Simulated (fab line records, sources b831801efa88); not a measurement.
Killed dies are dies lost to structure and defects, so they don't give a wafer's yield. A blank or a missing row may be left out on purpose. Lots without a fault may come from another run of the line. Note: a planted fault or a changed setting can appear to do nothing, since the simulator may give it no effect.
Struck lot and sound lot, side by side	flow gf180mcu	17 steps out of a route of 602
Sound: the wafers L888.1, L888.3, L888.6. Struck: wafer L900.1 (left out: L900.3, L900.5 of the same lot, which were not struck); the cause appears at the end.
Order at every step that has rows: each side's tool, ch and its chambers, its first start. Under that, the readings that differ: sound wafers	struck wafers	difference of the means	sigmas: that difference in standard deviations of wafers without a fault.
alike: readings with means less than 2 such deviations apart, plus words and numbers identical on both sides. not compared: withheld readings, readings lacking a value on some wafer, bounds such as >300 that could conceal the same value, and numbers that have no deviation in the record and whose values overlap.
A row with sigmas, a row that says differs or no value, or rows on one side alone: a step with any of these is where the two part. Non-overlapping numbers with no deviation appear without sigmas and do not part them. A reading that every wafer of one side lacks parts them only if that side has two wafers or more.

first, 4 steps without rows for these wafers: GF_M3_SOFTBAKE_10 (time 60 s); GF_M3_EXPOSE_11 (exposes mask Metal3, target cd 280 nm); GF_M3_PEB_12 (peb time 90 s); GF_M3_DEVELOP_13 (develop time 60 s).
GF_M3_CD_MEAS_14: target cd 280 nm.
  sound on cdSem-02, day 21 07:16; struck on cdSem-01, day 25 20:13
  alike: cdNm
GF_M3_OVL_MEAS_15:
  sound on overlay-02, day 21 07:23; struck on overlay-01, day 25 20:20
  alike: M3_OVL
GF_M3_METAL_ETCH_16: etches the open film in Cl2/BCl3, stops on SiO2, target depth 750.8 nm, time 125.1 s.
  sound on rieMetal-01 ch 1, day 21 07:25; struck on rieMetal-03 ch 0, day 25 20:22
reading	sound	struck	difference	sigmas
oesProductAu (a.u.)	0.982 0.982 0.983	0.999	+0.017	+3
  alike: drypumpMotorCurrentA, throttleValvePct
  not compared: rfHoursCounterH
GF_M3_STRIP_17: strips in O2/N2.
  sound on plasmaAsher-01 ch 0, day 21 07:32; struck on plasmaAsher-02 ch 1, day 25 20:37
reading	sound	struck	difference	sigmas
oesProductAu (a.u.)	0.538 0.532 0.535	0.523	-0.012	-2
stripTimeToEndpointS (s)	7.42 7.39 7.42	7.31	-0.10	-3
  alike: drypumpMotorCurrentA, heaterPowerW
  not compared: rfHoursCounterH
then, 3 steps without rows for these wafers: GF_M3_STRIP_18 (strips in post etch residue remover, time 1200 s); GF_M3_CLEAN_19 (cleans in DIW); GF_V3_CVD_00 (deposits SiO2, target thk 600 nm, time 100 s).
GF_V3_THK_MEAS_01:
  sound on filmMetro-03, day 21 08:11; struck on filmMetro-02, day 25 21:14
  alike: V3_CVD_00_THK
GF_V3_CVD_02: deposits SiO2 from TEOS, target thk 850 nm, time 94.851 s.
  sound on pecvd-02 ch 1,2, day 21 08:14; struck on pecvd-02 ch 0, day 25 21:17
reading	sound	struck	difference	sigmas
model.SiO2_of_V3_CVD_02.thkNm (nm)	847.1 844.9 854.5	1532	+683	
  alike: heaterPowerW
GF_V3_THK_MEAS_03:
  sound on filmMetro-02, day 21 08:19; struck on filmMetro-04, day 25 21:35
reading	sound	struck	difference	sigmas
V3_CVD_02_THK (nm)	847 845 855	1532	+683	+62
  not compared: hold
GF_V3_CMP_04: polishes SiO2.
  sound on cmp-02 ch 0,2, day 21 08:22; struck on cmp-02 ch 1, day 26 02:55
reading	sound	struck	difference	sigmas
hold	- - -	awaitDispo/5.0h/release	no value on the sound wafers	
timeToEndpointS (s)	79 78 85	346	+265	+54
  alike: motorCurrentA
GF_V3_BOW_MEAS_05:
  sound on filmMetro-03, day 21 08:40; struck on filmMetro-02, day 26 03:22
  alike: V3_BOW
-- the record jumps here: 7 days lie between the struck wafers' starts before and after (it left off in module V3 and takes up again in module PASSIVATION, whose first step shown is number 602 of the route) --
GF_PASSIVATION_PROBE_99:
  rows exist in the record for the struck wafers here (prober-01, day 32 15:23), but not for the sound ones

== WHERE THEY PART ==
At GF_M3_METAL_ETCH_16 first; at GF_PASSIVATION_PROBE_99 last (within this record only).

WHY: what the simulator had put in
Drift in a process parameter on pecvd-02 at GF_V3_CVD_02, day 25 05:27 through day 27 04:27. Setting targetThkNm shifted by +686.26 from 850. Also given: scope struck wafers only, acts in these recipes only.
